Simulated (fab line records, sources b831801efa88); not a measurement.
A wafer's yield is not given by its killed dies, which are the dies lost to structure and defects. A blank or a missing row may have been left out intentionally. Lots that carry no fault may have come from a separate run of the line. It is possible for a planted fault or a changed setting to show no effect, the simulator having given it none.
A lot that was struck, set against a sound lot | flow sky130 | 17 steps out of a route of 708
Sound: these wafers, L956.1, L956.3, L956.6. Struck: wafer L965.5. (L965.3, L965.4 of the same lot were not struck and are left out.) The cause comes at the end.
Order at every step that has rows: each side's tool, ch and its chambers, its first start. Under that, the readings that differ: sound wafers | struck wafers | difference of the means | sigmas: that difference in standard deviations of wafers without a fault.
alike: same words and numbers on both sides, and readings whose means sit less than 2 such deviations apart. not compared: any withheld reading, any reading some wafer has no value for, any bound like >300 that may hide the same value, and any number with overlapping values for which the record gives no deviation.
The two part at a step that has a row with sigmas, a row that says differs or no value, or rows on one side only. Non-overlapping numbers with no deviation appear without sigmas and do not part them. A reading that every wafer of one side lacks parts them only if that side has two wafers or more.

SKY_METAL2_THK_MEAS_06: measures by xrf.
  sound on filmMetro-03, day 37 18:05; struck on filmMetro-03, day 40 17:09
  alike: METAL2_ALCU_THK
then, 8 steps without rows for these wafers: SKY_METAL2_DEHYDRATE_07 (time 60 s); SKY_METAL2_HMDS_08 (prime time 60 s); SKY_METAL2_COAT_09 (resist thk 60 nm); SKY_METAL2_COAT_10 (resist thk 450 nm); SKY_METAL2_SOFTBAKE_11 (time 90 s); SKY_METAL2_EXPOSE_12 (exposes mask MM2, target cd 140 nm); SKY_METAL2_PEB_13; SKY_METAL2_DEVELOP_14 (develop time 60 s).
SKY_METAL2_CD_MEAS_15 targets a cd of 140 nm.
  sound on cdSem-01, day 38 19:44; struck on cdSem-02, day 41 17:08
  alike: cdNm
SKY_METAL2_OVL_MEAS_16:
  sound on overlay-02, day 38 19:52; struck on overlay-02, day 41 17:14
  alike: METAL2_OVL
SKY_METAL2_DESCUM_17: chemistry O2, time 8 s.
  sound on rieMetal-01 ch 0,1, day 38 19:54; struck on rieMetal-02 ch 1, day 41 17:16
  alike: drypumpMotorCurrentA, oesProductAu
  not compared: rfHoursCounterH
SKY_METAL2_ETCH_18: etches BARC in N2/H2, stops on SiO2, time 45.9 s, target depth 60 nm.
  sound on rieMetal-01 ch 0,1, day 38 19:56; struck on rieMetal-02 ch 1, day 41 17:19
reading                                      | sound             | struck | difference | sigmas
model.KrF-thick_of_METAL2_COAT_10.thkNm (nm) | 392.2 393.7 392.6 | 371    | -22        | 
model.METAL2.cdNm (nm)                       | 141.6 143.5 141.4 | 138    | -4         | 
  alike: drypumpMotorCurrentA, oesProductAu, throttleValvePct
  not compared: rfHoursCounterH
SKY_METAL2_METAL_ETCH_19: etches the open film in Cl2/BCl3, stops on SiO2, target depth 360 nm, time 78 s.
  sound on rieMetal-01 ch 0,1, day 38 19:59; struck on rieMetal-02 ch 1, day 41 17:23
reading                                      | sound             | struck | difference | sigmas
model.KrF-thick_of_METAL2_COAT_10.thkNm (nm) | 160.7 163.4 158.1 | 139.9  | -20.8      | 
model.METAL2.cdNm (nm)                       | 142 145.1 142.2   | 140.4  | -2.7       | 
  alike: drypumpMotorCurrentA, oesProductAu, throttleValvePct
  not compared: rfHoursCounterH
SKY_METAL2_STRIP_20: strips in O2/N2.
  sound on plasmaAsher-03 ch 0,1, day 38 20:05; struck on plasmaAsher-01 ch 1, day 41 17:29
reading                  | sound             | struck | difference | sigmas
oesProductAu (a.u.)      | 0.342 0.353 0.349 | 0.331  | -0.017     | -3
stripTimeToEndpointS (s) | 2.73 2.75 2.69    | 2.50   | -0.22      | -6
  alike: drypumpMotorCurrentA
  not compared: rfHoursCounterH
then, 1 step without rows for these wafers: SKY_METAL2_STRIP_21 (strips in post etch residue remover, time 1200 s).
-- the record jumps here: 9 days lie between the struck wafers' starts before and after (it left off in module METAL2 and takes up again in module PAD_OPEN, whose first step shown is number 708 of the route) --
SKY_PAD_OPEN_PROBE_99:
  sound on prober-01, day 48 19:14; struck on prober-02, day 50 21:38
  alike: defectLimitedYield, killed_at_M0_to_M3, killed_at_M4_up, killedAtContacts, killedAtFrontEnd, killedAtOther, killedDies, killedOpen, killedShort, sort_bin_3_pad_short, sort_bin_5_function, sort_bin_6_memory, sortNPass, sortYieldPct

## WHERE THEY PART
Only at SKY_METAL2_STRIP_20, as far as this record shows. Later steps at which nothing parts them and some readings are alike: SKY_PAD_OPEN_PROBE_99.

WHY: whatever the simulator had introduced
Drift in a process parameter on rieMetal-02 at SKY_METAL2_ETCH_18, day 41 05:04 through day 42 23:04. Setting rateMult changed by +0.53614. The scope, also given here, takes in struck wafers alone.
